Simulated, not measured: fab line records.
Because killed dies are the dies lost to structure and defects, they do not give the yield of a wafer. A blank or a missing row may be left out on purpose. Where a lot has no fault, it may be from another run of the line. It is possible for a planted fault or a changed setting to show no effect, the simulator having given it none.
fab line records    flow sky130
[record] lots = 24  wafers = 72  last-day = 50
route steps=708 shown CONTACT@423 VIA1@482 METAL2@483 METAL3@566 CAP2M@615
lots untouched by any fault: they come from a run of this same line in which no faults occurred
start-h: start of the lot's first displayed wafer, in hours after the record's first day    wait-h: time in hours since the lot's previous step    " same as the row above    L1.1+2: a single row standing in for several wafers    - value missing, or start not given    * or withheld: withheld    < > ~ a bound
route shown NAME@n: NAME is a module with steps in the file, n the number in the route of the first one    usual: average and standard deviation across the fault-free wafers    same: alike in all rows    chamber/n: place in a boat    sites: readings site by site    _std_site: standard deviation across them    _edge_site: the outer-site mean with the inner-site mean subtracted    radius-mm: for every site, how far away it sits from the centre of the wafer    mask NAME#n: copy n    behind: tool/chamber where the wafer was last shaped    hold: why the lot was held/for how many hours/how that ended    device: the transistor (n, p or np) that didn't switch    end of line: at the end of the route, the tests of the same wafers    step lacking rows: just its recipe    killed: the dies lost at the first sort to structure and to defects; this is not the yield of the wafer    map: per-die view of a wafer (x killed, . not killed, _ where there is no die)
set.NAME: the setting that was run; set.NAME@STEP: the one run at that earlier step    model.NAME: the simulator's own value behind a step, which no gauge read
one table for each step of the route and one row for each wafer, over a sample of lots
services: when a tool's chamber went out of use (start-h, in hours from the record's first day, below 0 if earlier), for how many hours, and the reason
[[steps]]
[step SKY_CONTACT_ETCH_17]
[recipe] target = SiO2  chemistry = C4F8/O2/Ar  stop-on = Si3N4  mask-material = KrF-thick  source-w = 1500  bias-w = 1200  pressure-mtorr = 40  c4f8-flow-sccm = withheld  O2_flow_sccm = 6  Ar_flow_sccm = 300  time-s = withheld  target-depth-a = 3400
[usual] chamber-pressure-mTorr = 40.00/0.038  oes-product-au = 0.891/0.0052
lot.wafer  tool         chamber  start-h  wait-h  chamber-pressure-mTorr  oes-product-au
L074.2     rie-diel-04  0        726.76   0.0     40.04                   0.900
L074.3     "            1        "        "       40.00                   0.888
L074.4     "            2        "        "       39.99                   0.882
L075.3     rie-diel-04  3        743.76   0.0     39.94                   0.899
L075.5     "            1        "        "       40.04                   0.896
L075.6     "            3        "        "       39.96                   0.881
L076.1     rie-diel-03  3        748.91   0.0     39.96                   0.895
L076.2     "            0        "        "       39.99                   0.896
L076.3     "            1        "        "       40.02                   0.898
L077.1     rie-diel-03  0        755.01   0.0     40.00                   0.904
L077.3     "            2        "        "       39.95                   0.890
L077.6     "            0        "        "       40.03                   0.898
L078.1     rie-diel-01  1        758.63   0.0     40.01                   0.886
L078.2     "            3        "        "       40.01                   0.890
L078.6     "            2        "        "       39.98                   0.886
L079.1     rie-diel-04  2        767.66   0.0     40.02                   0.891
L079.4     "            3        "        "       39.97                   0.887
L079.6     "            0        "        "       39.98                   0.881
L080.1     rie-diel-04  0        785.31   0.0     39.96                   0.897
L080.3     "            3        "        "       40.04                   0.883
L080.5     "            2        "        "       40.01                   0.884
L081.3     rie-diel-04  1        799.56   0.0     40.02                   0.893
L081.4     "            3        "        "       39.97                   0.896
L081.6     "            3        "        "       39.97                   0.903
L082.1     rie-diel-03  2        819.61   0.0     39.93                   0.886
L082.4     "            1        "        "       40.00                   0.888
L082.5     "            2        "        "       39.96                   0.890
L083.4     rie-diel-03  0        823.41   0.0     39.96                   0.892
L083.5     "            1        "        "       40.00                   0.895
L083.6     "            2        "        "       39.92                   0.891
L085.2     rie-diel-03  0        828.11   0.0     39.96                   0.899
L085.4     "            0        "        "       39.97                   0.898
L085.6     "            1        "        "       39.99                   0.888
L084.2     rie-diel-04  1        830.13   0.0     39.95                   0.897
L084.5     "            0        "        "       39.96                   0.896
L084.6     "            1        "        "       39.92                   0.885
L086.1     rie-diel-04  0        833.91   0.0     39.91                   0.889
L086.3     "            1        "        "       39.97                   0.893
L086.4     "            2        "        "       40.00                   0.893
L088.3     rie-diel-01  0        847.18   0.0     40.02                   0.886
L088.5     "            3        "        "       39.97                   0.899
L088.6     "            2        "        "       40.04                   0.902
L087.1     rie-diel-01  2        854.01   0.0     39.96                   0.890
L087.2     "            3        "        "       39.94                   0.895
L087.5     "            3        "        "       40.06                   0.898
L090.1     rie-diel-04  2        868.18   0.0     40.03                   0.888
L090.3     "            1        "        "       39.98                   0.892
L090.4     "            3        "        "       40.03                   0.888
L089.1     rie-diel-01  1        868.53   0.0     40.01                   0.884
L089.3     "            3        "        "       40.01                   0.893
L089.6     "            2        "        "       40.04                   0.887
L091.2     rie-diel-01  2        878.43   0.0     40.09                   0.882
L091.5     "            1        "        "       39.97                   0.894
L091.6     "            2        "        "       40.04                   0.895
L092.4     rie-diel-01  2        879.68   0.0     39.97                   0.882
L092.5     "            1        "        "       39.97                   0.891
L092.6     "            0        "        "       40.00                   0.892
L093.2     rie-diel-04  1        881.21   0.0     40.04                   0.895
L093.5     "            0        "        "       40.01                   0.896
L093.6     "            1        "        "       40.00                   0.888
L095.1     rie-diel-04  0        891.56   0.0     40.04                   0.891
L095.2     "            2        "        "       39.95                   0.894
L095.5     "            0        "        "       40.03                   0.886
L094.3     rie-diel-01  0        892.53   0.0     39.96                   0.891
L094.4     "            3        "        "       39.99                   0.892
L094.5     "            2        "        "       39.95                   0.901
L096.1     rie-diel-04  1        901.17   0.0     39.98                   0.886
L096.3     "            0        "        "       40.01                   0.893
L096.4     "            3        "        "       40.04                   0.888
L097.1     rie-diel-03  1        905.52   0.0     40.06                   0.895
L097.3     "            2        "        "       40.06                   0.883
L097.4     "            3        "        "       40.03                   0.886
[step SKY_VIA1_CMP_24]
[recipe] stop-on = SiO2  t-overpolish-s = 15  down-force-psi = 3.5  platen-rpm = 60  target-thk-nm = 0  pad-velocity-m-s = 0.94248
[usual] motor-current-A = 11.0/1.4  overpolish-run-s = 14.999/0.0089  time-to-endpoint-s = 64/3.6
lot.wafer  tool    chamber  start-h  wait-h  motor-current-A  overpolish-run-s  time-to-endpoint-s
L074.4     cmp-01  3        785.94   0.0     9.5              15.010            64
L074.2     "       1        "        "       13.2             15.008            63
L074.3     "       2        "        "       12.0             15.004            62
L075.3     cmp-01  3        801.04   0.0     9.1              14.996            63
L075.6     "       3        "        "       8.9              15.001            63
L075.5     "       0        "        "       10.2             15.007            63
L076.3     cmp-02  2        806.22   0.0     9.0              14.994            69
L076.2     "       3        "        "       13.1             14.989            72
L076.1     "       1        "        "       11.2             15.022            61
L077.1     cmp-01  3        813.29   0.1     8.7              15.007            62
L077.3     "       0        "        "       10.4             14.996            63
L077.6     "       1        "        "       13.1             14.996            61
L078.2     cmp-01  2        815.55   0.0     11.7             15.000            63
L078.1     "       1        "        "       14.0             15.000            64
L078.6     "       3        "        "       9.1              15.004            63
L079.1     cmp-01  0        826.21   0.9     10.6             14.993            67
L079.4     "       2        "        "       12.0             15.000            62
L079.6     "       3        "        "       9.3              15.002            63
L080.3     cmp-01  0        841.73   0.0     10.4             14.997            64
L080.1     "       3        "        "       9.3              14.991            61
L080.5     "       1        "        "       13.2             15.017            63
L081.3     cmp-02  1        854.94   0.1     11.3             15.017            62
L081.4     "       3        "        "       12.6             15.007            69
L081.6     "       2        "        "       9.4              14.986            68
L082.4     cmp-01  3        875.92   0.0     8.8              15.002            62
L082.1     "       0        "        "       10.7             15.000            64
L082.5     "       3        "        "       9.4              15.000            61
L083.4     cmp-02  0        881.18   0.3     10.9             14.992            63
L083.6     "       1        "        "       10.9             15.006            61
L083.5     "       2        "        "       10.0             15.001            62
L085.2     cmp-02  1        885.29   0.0     11.0             14.995            62
L085.4     "       2        "        "       9.7              14.982            62
L085.6     "       2        "        "       9.6              14.990            65
L084.2     cmp-01  2        886.30   0.1     11.8             14.994            62
L084.6     "       0        "        "       10.5             14.997            61
L084.5     "       1        "        "       13.3             15.002            63
L086.3     cmp-02  3        889.84   0.0     12.8             14.992            69
L086.4     "       0        "        "       10.7             14.994            63
L086.1     "       1        "        "       11.1             14.998            60
L088.3     cmp-02  2        903.52   0.1     9.8              14.986            64
L088.6     "       1        "        "       10.9             14.985            64
L088.5     "       2        "        "       9.2              14.988            66
L087.1     cmp-01  1        910.75   0.1     13.7             14.985            66
L087.2     "       2        "        "       11.7             14.994            64
L087.5     "       1        "        "       13.4             14.997            65
L090.1     cmp-02  3        923.21   0.1     12.5             14.991            70
L090.4     "       0        "        "       10.6             15.005            59
L090.3     "       2        "        "       10.1             14.990            62
L089.1     cmp-02  2        923.72   0.1     9.2              15.024            63
L089.3     "       0        "        "       9.9              15.006            65
L089.6     "       2        "        "       9.4              15.004            67
L091.2     cmp-02  0        932.77   0.3     10.1             15.002            60
L091.6     "       1        "        "       11.1             14.998            59
L091.5     "       2        "        "       9.1              15.005            57
L092.4     cmp-02  3        933.57   0.0     12.8             15.015            68
L092.6     "       3        "        "       12.7             14.999            68
L092.5     "       0        "        "       10.7             14.981            62
L093.2     cmp-02  1        936.46   0.5     11.2             14.993            60
L093.6     "       3        "        "       13.0             14.987            72
L093.5     "       0        "        "       10.8             14.976            64
L095.2     cmp-02  2        945.82   0.0     9.7              14.987            61
L095.1     "       0        "        "       10.4             14.995            61
L095.5     "       3        "        "       12.7             14.994            66
L094.3     cmp-02  2        947.60   0.4     9.3              14.989            64
L094.4     "       0        "        "       10.1             14.997            62
L094.5     "       2        "        "       9.6              15.000            61
L096.3     cmp-02  3        954.79   0.1     13.1             15.004            74
L096.4     "       0        "        "       10.2             15.001            66
L096.1     "       1        "        "       11.1             15.000            65
L097.1     cmp-02  2        957.82   0.1     9.6              15.002            62
L097.4     "       3        "        "       12.6             14.990            69
L097.3     "       0        "        "       10.7             15.010            64
[step SKY_METAL2_SPUTTER_00]
[recipe] material = Ti  target-thk-nm = 15  power-w = 3000  time-s = 10  chamber-pressure-pa = 0.4
[usual] throttle-valve-pct = 29.6/1.2
lot.wafer  tool            chamber  start-h  wait-h  throttle-valve-pct
L074.2     pvd-sputter-04  -        786.24   0.1     30.4
L074.3     "               -        "        "       31.2
L074.4     "               -        "        "       29.5
L075.3     pvd-sputter-02  -        801.34   0.2     31.5
L075.5     "               -        "        "       28.7
L075.6     "               -        "        "       29.7
L076.1     pvd-sputter-01  -        806.52   0.1     29.5
L076.2     "               -        "        "       28.0
L076.3     "               -        "        "       29.4
L077.1     pvd-sputter-01  -        813.49   0.1     28.2
L077.3     "               -        "        "       29.4
L077.6     "               -        "        "       29.5
L078.1     pvd-sputter-02  -        815.85   0.1     29.1
L078.2     "               -        "        "       29.7
L078.6     "               -        "        "       31.9
L079.1     pvd-sputter-02  -        826.46   0.2     28.9
L079.4     "               -        "        "       29.9
L079.6     "               -        "        "       31.2
L080.1     pvd-sputter-02  -        842.03   0.1     31.4
L080.3     "               -        "        "       28.9
L080.5     "               -        "        "       28.6
L081.3     pvd-sputter-01  -        855.24   0.2     29.5
L081.4     "               -        "        "       29.1
L081.6     "               -        "        "       28.6
L082.1     pvd-sputter-01  -        876.22   0.2     29.2
L082.4     "               -        "        "       29.4
L082.5     "               -        "        "       28.1
L083.4     pvd-sputter-04  -        881.33   0.1     31.2
L083.5     "               -        "        "       30.2
L083.6     "               -        "        "       29.4
L085.2     pvd-sputter-02  -        885.59   0.2     31.2
L085.4     "               -        "        "       28.8
L085.6     "               -        "        "       31.9
L084.2     pvd-sputter-01  -        886.50   0.1     29.3
L084.5     "               -        "        "       29.3
L084.6     "               -        "        "       28.9
L086.1     pvd-sputter-01  -        890.14   0.1     28.6
L086.3     "               -        "        "       27.7
L086.4     "               -        "        "       29.5
L088.3     pvd-sputter-02  -        903.77   0.2     29.8
L088.5     "               -        "        "       31.9
L088.6     "               -        "        "       29.0
L087.1     pvd-sputter-01  -        911.05   0.2     28.1
L087.2     "               -        "        "       29.3
L087.5     "               -        "        "       27.9
L090.1     pvd-sputter-01  -        923.51   0.2     29.2
L090.3     "               -        "        "       28.6
L090.4     "               -        "        "       28.0
L089.1     pvd-sputter-02  -        924.02   0.2     31.4
L089.3     "               -        "        "       28.9
L089.6     "               -        "        "       29.2
L091.2     pvd-sputter-01  -        932.92   0.1     29.3
L091.5     "               -        "        "       29.7
L091.6     "               -        "        "       28.2
L092.4     pvd-sputter-02  -        933.87   0.2     31.2
L092.5     "               -        "        "       29.2
L092.6     "               -        "        "       32.0
L093.2     pvd-sputter-01  -        936.66   0.1     28.0
L093.5     "               -        "        "       29.5
L093.6     "               -        "        "       28.6
L095.1     pvd-sputter-01  -        946.12   0.1     29.4
L095.2     "               -        "        "       28.1
L095.5     "               -        "        "       29.5
L094.3     pvd-sputter-01  -        947.85   0.2     27.9
L094.4     "               -        "        "       29.6
L094.5     "               -        "        "       29.2
L096.1     pvd-sputter-02  -        955.04   0.1     28.8
L096.3     "               -        "        "       29.8
L096.4     "               -        "        "       31.8
L097.1     pvd-sputter-02  -        958.07   0.2     31.9
L097.3     "               -        "        "       29.9
L097.4     "               -        "        "       28.7
[step SKY_METAL2_METAL_ETCH_19]
[recipe] target-depth-a = 3600  stop-on = SiO2  over-etch-frac = 0.3  time-s = 78  chemistry = Cl2/BCl3  resist-sidewall-deg = 88  pressure-mtorr = 10  icp-w = 900  bias-w = 48.5  Cl2_flow_sccm = 60  bcl3-flow-sccm = 30
[usual] chamber-pressure-mTorr = 9.998/0.0091  drypump-motor-current-A = 5.89/0.16  mfc-cl2-sccm = 59.99/0.18  oes-product-au = 0.853/0.0054  throttle-valve-pct = 22.264/0.0084
[same] over-etch-frac = 0.3
lot.wafer  tool          chamber  start-h  wait-h  chamber-pressure-mTorr  drypump-motor-current-A  mfc-cl2-sccm  oes-product-au  rf-hours-counter-h  throttle-valve-pct
L074.2     rie-metal-01  0        812.80   0.0     10.003                  6.01                     60.10         0.842           5                   22.261
L074.3     "             0        "        "       10.007                  6.00                     59.81         0.858           -                   22.262
L074.4     "             1        "        "       9.995                   5.76                     59.80         0.854           -                   22.262
L075.3     rie-metal-01  1        827.54   0.1     10.016                  5.72                     60.39         0.851           -                   22.255
L075.5     "             1        "        "       9.998                   5.73                     60.26         0.855           -                   22.256
L075.6     "             0        "        "       10.001                  6.04                     59.70         0.854           -                   22.277
L076.1     rie-metal-01  0        833.15   0.0     9.985                   6.07                     59.92         0.849           6                   22.257
L076.2     "             1        "        "       9.998                   5.72                     59.94         0.851           17                  22.270
L076.3     "             0        "        "       10.011                  6.05                     60.06         0.848           -                   22.275
L077.1     rie-metal-01  1        839.31   0.0     10.009                  5.74                     60.14         0.856           17                  22.260
L077.3     "             1        "        "       9.995                   5.73                     60.38         0.848           -                   22.257
L077.6     "             0        "        "       10.007                  6.01                     59.94         0.864           -                   22.278
L078.1     rie-metal-01  0        842.35   0.0     9.994                   6.05                     59.82         0.854           6                   22.266
L078.2     "             1        "        "       9.981                   5.72                     60.05         0.857           17                  22.266
L078.6     "             0        "        "       9.985                   6.02                     59.91         0.857           -                   22.263
L079.1     rie-metal-03  0        852.78   0.1     9.994                   5.80                     59.90         0.857           14                  22.264
L079.4     "             0        "        "       10.005                  5.78                     60.21         0.845           -                   22.265
L079.6     "             0        "        "       10.001                  5.79                     59.91         0.846           -                   22.254
L080.1     rie-metal-01  0        868.54   0.1     9.989                   6.04                     60.12         0.855           8                   22.277
L080.3     "             0        "        "       9.988                   6.01                     59.95         0.851           -                   22.255
L080.5     "             0        "        "       9.978                   6.01                     60.04         0.854           -                   22.277
L081.3     rie-metal-02  0        882.03   0.1     9.978                   6.16                     59.82         0.858           -                   22.262
L081.4     "             1        "        "       10.014                  5.86                     59.67         0.859           -                   22.265
L081.6     "             1        "        "       10.009                  5.83                     59.90         0.848           -                   22.271
L082.1     rie-metal-01  0        902.99   0.1     10.005                  6.01                     60.15         0.843           10                  22.247
L082.4     "             0        "        "       9.997                   6.04                     59.99         0.849           -                   22.262
L082.5     "             0        "        "       9.994                   6.00                     59.91         0.843           -                   22.283
L083.4     rie-metal-02  1        907.25   0.1     10.009                  5.83                     59.80         0.855           -                   22.261
L083.5     "             1        "        "       10.011                  5.85                     60.05         0.859           -                   22.267
L083.6     "             1        "        "       9.987                   5.86                     60.00         0.853           -                   22.268
L085.2     rie-metal-03  1        911.62   0.1     9.976                   5.71                     60.04         0.855           -                   22.257
L085.4     "             1        "        "       10.011                  5.68                     60.07         0.847           -                   22.267
L085.6     "             1        "        "       10.011                  5.70                     59.80         0.851           -                   22.273
L084.2     rie-metal-02  0        912.69   0.0     9.975                   6.17                     60.38         0.849           8                   22.265
L084.5     "             0        "        "       10.002                  6.16                     60.34         0.852           -                   22.273
L084.6     "             1        "        "       10.003                  5.85                     59.79         0.853           -                   22.263
L086.1     rie-metal-03  1        915.93   0.1     9.988                   5.71                     59.96         0.849           1                   22.255
L086.3     "             1        "        "       10.002                  5.71                     60.14         0.859           -                   22.262
L086.4     "             1        "        "       9.991                   5.71                     59.85         0.849           -                   22.259
L088.3     rie-metal-03  0        929.02   0.1     10.002                  5.75                     59.86         0.845           -                   22.261
L088.5     "             1        "        "       10.003                  5.72                     59.97         0.851           -                   22.276
L088.6     "             0        "        "       9.981                   5.75                     60.12         0.853           -                   22.282
L087.1     rie-metal-02  0        936.51   0.0     9.993                   6.16                     60.04         0.856           9                   22.267
L087.2     "             1        "        "       10.015                  5.89                     60.21         0.861           18                  22.259
L087.5     "             0        "        "       10.004                  6.18                     59.98         0.863           -                   22.268
L090.1     rie-metal-03  1        948.19   0.0     9.993                   5.74                     59.96         0.851           3                   22.282
L090.3     "             1        "        "       9.990                   5.70                     59.73         0.857           -                   22.274
L090.4     "             0        "        "       9.994                   5.75                     60.42         0.858           -                   22.270
L089.1     rie-metal-02  0        949.00   0.0     9.983                   6.18                     59.75         0.849           10                  22.281
L089.3     "             1        "        "       10.003                  5.85                     59.83         0.854           -                   22.257
L089.6     "             1        "        "       9.998                   5.86                     59.96         0.856           -                   22.259
L091.2     rie-metal-02  0        957.69   0.0     9.998                   6.21                     60.13         0.856           10                  22.267
L091.5     "             1        "        "       9.989                   5.86                     59.87         0.844           -                   22.259
L091.6     "             0        "        "       9.993                   6.20                     60.31         0.847           -                   22.260
L092.4     rie-metal-03  0        958.47   0.1     9.990                   5.76                     59.78         0.851           -                   22.264
L092.5     "             1        "        "       9.999                   5.71                     59.85         0.853           -                   22.275
L092.6     "             0        "        "       10.007                  5.78                     59.56         0.844           -                   22.272
L093.2     rie-metal-01  1        961.75   0.0     10.009                  5.74                     59.79         0.849           2                   22.274
L093.5     "             0        "        "       10.009                  6.04                     59.65         0.851           -                   22.244
L093.6     "             1        "        "       9.996                   5.72                     59.98         0.857           -                   22.266
L095.1     rie-metal-02  0        970.64   0.0     10.001                  6.18                     60.24         0.853           11                  22.253
L095.2     "             1        "        "       10.001                  5.87                     59.68         0.851           19                  22.256
L095.5     "             1        "        "       10.008                  5.88                     60.12         0.858           -                   22.260
L094.3     rie-metal-03  1        972.47   0.1     10.008                  5.73                     60.26         0.852           -                   22.260
L094.4     "             0        "        "       9.992                   5.73                     59.90         0.851           -                   22.258
L094.5     "             0        "        "       9.991                   5.74                     59.94         0.849           -                   22.262
L096.1     rie-metal-01  0        979.23   0.1     10.007                  6.02                     60.03         0.847           16                  22.262
L096.3     "             0        "        "       9.992                   6.02                     60.12         0.852           -                   22.265
L096.4     "             0        "        "       9.991                   6.03                     59.92         0.853           -                   22.265
L097.1     rie-metal-01  0        981.74   0.1     9.999                   6.04                     60.05         0.854           16                  22.258
L097.3     "             0        "        "       9.992                   6.05                     59.87         0.853           -                   22.269
L097.4     "             0        "        "       10.005                  6.02                     60.13         0.849           -                   22.266
[step SKY_METAL3_ETCH_16]
[recipe] chemistry = N2/H2  target = BARC  ion-energy-ev = 200  bias-w = 100  pressure-mtorr = 30  n2-flow-sccm = 100  h2-flow-sccm = 200  icp-w = 500  stop-on = SiO2  time-s = 88.2  target-depth-a = 600
[usual] chamber-pressure-mTorr = 30.002/0.027  drypump-motor-current-A = 5.96/0.21  oes-product-au = 0.626/0.0042  throttle-valve-pct = 13.205/0.01
lot.wafer  tool          chamber  start-h  wait-h  chamber-pressure-mTorr  drypump-motor-current-A  oes-product-au  rf-hours-counter-h  throttle-valve-pct
L074.2     rie-metal-01  0        893.26   0.1     29.969                  6.03                     0.623           -                   13.198
L074.3     "             0        "        "       30.016                  6.00                     0.627           -                   13.207
L074.4     "             0        "        "       29.923                  6.03                     0.624           -                   13.202
L075.3     rie-metal-02  0        910.17   0.0     29.955                  6.20                     0.620           -                   13.206
L075.5     "             0        "        "       29.984                  6.20                     0.628           -                   13.194
L075.6     "             1        "        "       30.067                  5.90                     0.627           -                   13.195
L076.1     rie-metal-04  0        913.23   0.1     30.001                  6.18                     0.617           9                   13.198
L076.2     "             0        "        "       29.976                  6.16                     0.626           -                   13.203
L076.3     "             0        "        "       30.006                  6.19                     0.619           -                   13.202
L077.1     rie-metal-02  1        919.04   0.0     29.982                  5.90                     0.633           17                  13.204
L077.3     "             0        "        "       30.018                  6.18                     0.630           -                   13.204
L077.6     "             0        "        "       30.048                  6.18                     0.624           -                   13.188
L078.1     rie-metal-02  1        923.05   0.0     30.006                  5.85                     0.624           17                  13.220
L078.2     "             0        "        "       29.961                  6.20                     0.628           9                   13.182
L078.6     "             1        "        "       30.037                  5.86                     0.623           -                   13.217
L079.1     rie-metal-02  1        934.05   0.0     30.012                  5.85                     0.628           18                  13.199
L079.4     "             1        "        "       30.017                  5.85                     0.633           -                   13.210
L079.6     "             0        "        "       30.023                  6.20                     0.627           -                   13.214
L080.1     rie-metal-02  1        946.45   0.0     29.992                  5.87                     0.620           18                  13.223
L080.3     "             0        "        "       30.002                  6.22                     0.626           -                   13.209
L080.5     "             0        "        "       29.971                  6.21                     0.628           -                   13.190
L081.3     rie-metal-01  1        959.74   0.0     29.993                  5.74                     0.625           -                   13.221
L081.4     "             0        "        "       30.020                  6.06                     0.617           -                   13.204
L081.6     "             0        "        "       29.998                  6.04                     0.620           -                   13.207
L082.1     rie-metal-02  1        979.15   0.0     29.989                  5.83                     0.631           20                  13.188
L082.4     "             0        "        "       30.032                  6.21                     0.627           -                   13.235
L082.5     "             0        "        "       29.993                  6.22                     0.623           -                   13.194
L083.4     rie-metal-02  1        983.04   0.0     30.029                  5.85                     0.625           -                   13.212
L083.5     "             0        "        "       30.013                  6.17                     0.625           -                   13.194
L083.6     "             1        "        "       29.956                  5.88                     0.626           -                   13.205
L085.2     rie-metal-02  1        989.05   0.0     29.982                  5.88                     0.629           20                  13.181
L085.4     "             1        "        "       30.026                  5.87                     0.632           -                   13.208
L085.6     "             0        "        "       30.016                  6.20                     0.632           -                   13.212
L084.2     rie-metal-04  1        989.31   0.0     30.016                  5.33                     0.626           3                   13.216
L084.5     "             0        "        "       30.035                  6.16                     0.629           -                   13.202
L084.6     "             1        "        "       29.996                  5.31                     0.625           -                   13.204
L086.1     rie-metal-04  1        992.17   0.0     30.011                  5.35                     0.624           3                   13.208
L086.3     "             0        "        "       30.043                  6.19                     0.627           -                   13.195
L086.4     "             1        "        "       29.994                  5.31                     0.622           -                   13.207
L088.3     rie-metal-02  0        1003.74  0.0     30.036                  6.18                     0.622           -                   13.192
L088.5     "             1        "        "       29.963                  5.87                     0.629           -                   13.195
L088.6     "             0        "        "       29.998                  6.17                     0.623           -                   13.210
L087.1     rie-metal-02  0        1012.25  0.0     29.993                  6.19                     0.628           13                  13.208
L087.2     "             1        "        "       29.981                  5.89                     0.617           22                  13.190
L087.5     "             1        "        "       29.979                  5.89                     0.622           -                   13.186
L090.1     rie-metal-01  0        1021.96  0.0     29.986                  6.03                     0.634           19                  13.213
L090.3     "             0        "        "       30.012                  6.02                     0.626           -                   13.210
L090.4     "             1        "        "       29.985                  5.75                     0.627           -                   13.201
L089.1     rie-metal-01  1        1023.40  0.0     30.026                  5.74                     0.625           5                   13.182
L089.3     "             1        "        "       29.988                  5.73                     0.634           -                   13.205
L089.6     "             0        "        "       29.985                  6.02                     0.625           -                   13.212
L091.2     rie-metal-01  0        1029.76  0.0     30.029                  6.04                     0.624           19                  13.200
L091.5     "             0        "        "       29.948                  6.00                     0.626           -                   13.198
L091.6     "             1        "        "       30.060                  5.74                     0.625           -                   13.202
L092.4     rie-metal-01  1        1031.24  0.0     29.999                  5.74                     0.630           -                   13.217
L092.5     "             0        "        "       30.007                  6.04                     0.623           -                   13.200
L092.6     "             1        "        "       29.990                  5.75                     0.627           -                   13.224
L093.2     rie-metal-02  1        1034.56  0.1     29.948                  5.85                     0.622           -                   13.209
L093.5     "             1        "        "       29.987                  5.86                     0.622           -                   13.200
L093.6     "             1        "        "       29.998                  5.86                     0.628           -                   13.191
L095.1     rie-metal-01  1        1041.65  0.0     30.012                  5.75                     0.629           6                   13.202
L095.2     "             0        "        "       29.965                  6.03                     0.623           20                  13.194
L095.5     "             0        "        "       30.021                  6.04                     0.628           -                   13.200
L094.3     rie-metal-01  0        1044.69  0.0     30.010                  6.04                     0.624           -                   13.200
L094.4     "             1        "        "       29.979                  5.74                     0.634           -                   13.201
L094.5     "             1        "        "       30.017                  5.74                     0.622           -                   13.217
L096.1     rie-metal-02  0        1051.15  0.0     29.996                  6.17                     0.627           14                  13.189
L096.3     "             0        "        "       30.001                  6.21                     0.624           -                   13.191
L096.4     "             1        "        "       30.034                  5.85                     0.616           -                   13.216
L097.1     rie-metal-01  1        1052.51  0.0     30.025                  5.72                     0.625           6                   13.185
L097.3     "             0        "        "       29.982                  6.09                     0.622           -                   13.203
L097.4     "             1        "        "       30.011                  5.71                     0.624           -                   13.212
[step SKY_CAP2M_OVL_MEAS_12]
[usual] CAP2M_OVL = 0.0/1.3
lot.wafer  tool        chamber  start-h  wait-h  CAP2M_OVL[nm]
L074.2     overlay-02  -        946.39   0.1     1.3
L074.3     "           -        "        "       0.8
L074.4     "           -        "        "       1.2
L075.3     overlay-02  -        962.78   0.1     -1.8
L075.5     "           -        "        "       -1.1
L075.6     "           -        "        "       1.2
L076.1     overlay-01  -        965.97   0.1     -0.3
L076.2     "           -        "        "       -1.1
L076.3     "           -        "        "       -0.5
L077.1     overlay-02  -        969.86   0.1     -0.1
L077.3     "           -        "        "       1.1
L077.6     "           -        "        "       0.9
L078.1     overlay-01  -        975.16   0.1     1.0
L078.2     "           -        "        "       2.6
L078.6     "           -        "        "       0.9
L079.1     overlay-02  -        984.72   0.1     1.0
L079.4     "           -        "        "       1.2
L079.6     "           -        "        "       1.8
L080.1     overlay-01  -        997.72   0.1     -0.5
L080.3     "           -        "        "       -0.1
L080.5     "           -        "        "       -0.6
L081.3     overlay-01  -        1008.52  0.1     -1.6
L081.4     "           -        "        "       -0.9
L081.6     "           -        "        "       -0.4
L082.1     overlay-02  -        1028.61  0.1     -0.2
L082.4     "           -        "        "       -0.4
L082.5     "           -        "        "       0.1
L083.4     overlay-02  -        1031.48  0.1     2.1
L083.5     "           -        "        "       0.3
L083.6     "           -        "        "       0.5
L085.2     overlay-02  -        1036.87  0.1     1.6
L085.4     "           -        "        "       2.2
L085.6     "           -        "        "       0.5
L084.2     overlay-02  -        1037.29  0.1     -0.9
L084.5     "           -        "        "       0.6
L084.6     "           -        "        "       0.2
L086.1     overlay-01  -        1040.42  0.1     -1.6
L086.3     "           -        "        "       0.7
L086.4     "           -        "        "       -1.5
L088.3     overlay-01  -        1052.07  0.1     -0.3
L088.5     "           -        "        "       -0.8
L088.6     "           -        "        "       2.0
L087.1     overlay-01  -        1059.04  0.1     -1.1
L087.2     "           -        "        "       0.2
L087.5     "           -        "        "       -1.6
L090.1     overlay-02  -        1068.61  0.1     -1.0
L090.3     "           -        "        "       -1.5
L090.4     "           -        "        "       -0.4
L089.1     overlay-01  -        1069.92  0.1     -0.8
L089.3     "           -        "        "       -1.1
L089.6     "           -        "        "       -1.4
L091.2     overlay-02  -        1076.07  0.1     -0.1
L091.5     "           -        "        "       1.1
L091.6     "           -        "        "       -1.1
L092.4     overlay-02  -        1077.98  0.1     1.0
L092.5     "           -        "        "       1.3
L092.6     "           -        "        "       -0.7
L093.2     overlay-02  -        1081.97  0.1     1.8
L093.5     "           -        "        "       -0.2
L093.6     "           -        "        "       -1.5
L095.1     overlay-01  -        1085.94  0.1     -0.2
L095.2     "           -        "        "       2.1
L095.5     "           -        "        "       1.6
L094.3     overlay-01  -        1089.35  0.1     0.1
L094.4     "           -        "        "       2.4
L094.5     "           -        "        "       0.8
L096.1     overlay-02  -        1095.29  0.1     -1.2
L096.3     "           -        "        "       -1.4
L096.4     "           -        "        "       -0.3
L097.1     overlay-02  -        1096.76  0.1     0.6
L097.3     "           -        "        "       1.7
L097.4     "           -        "        "       0.8
[[services]]
tool          chamber  start-h  hours  kind
cmp-02        -        744.27   4.0    pm
cmp-02        -        753.43   2.0    repair
rie-metal-02  1        777.16   13.6   repair
cmp-02        -        782.05   0.6    repair
rie-diel-04   3        803.55   4.1    repair
cmp-02        -        822.32   3.2    repair
rie-diel-04   2        824.76   8.5    repair
cmp-02        -        830.70   1.4    repair
rie-diel-04   -        845.58   2.8    pm
rie-metal-01  1        857.00   50.2   repair
rie-metal-02  -        865.87   1.2    repair
cmp-02        -        870.33   1.5    repair
cmp-02        -        876.05   4.5    pm
rie-metal-01  0        881.27   10.1   repair
rie-metal-01  -        889.70   2.7    repair
cmp-02        -        890.41   1.5    repair
rie-metal-02  0        903.72   4.0    repair
cmp-02        -        960.41   1.6    repair
rie-metal-01  1        976.91   5.8    repair
cmp-02        -        985.09   2.3    repair
rie-metal-01  1        1002.51  6.5    repair
rie-metal-01  -        1011.18  1.9    repair
rie-metal-02  0        1018.10  22.7   repair
cmp-02        -        1039.13  1.7    repair
[[key]]
fault none
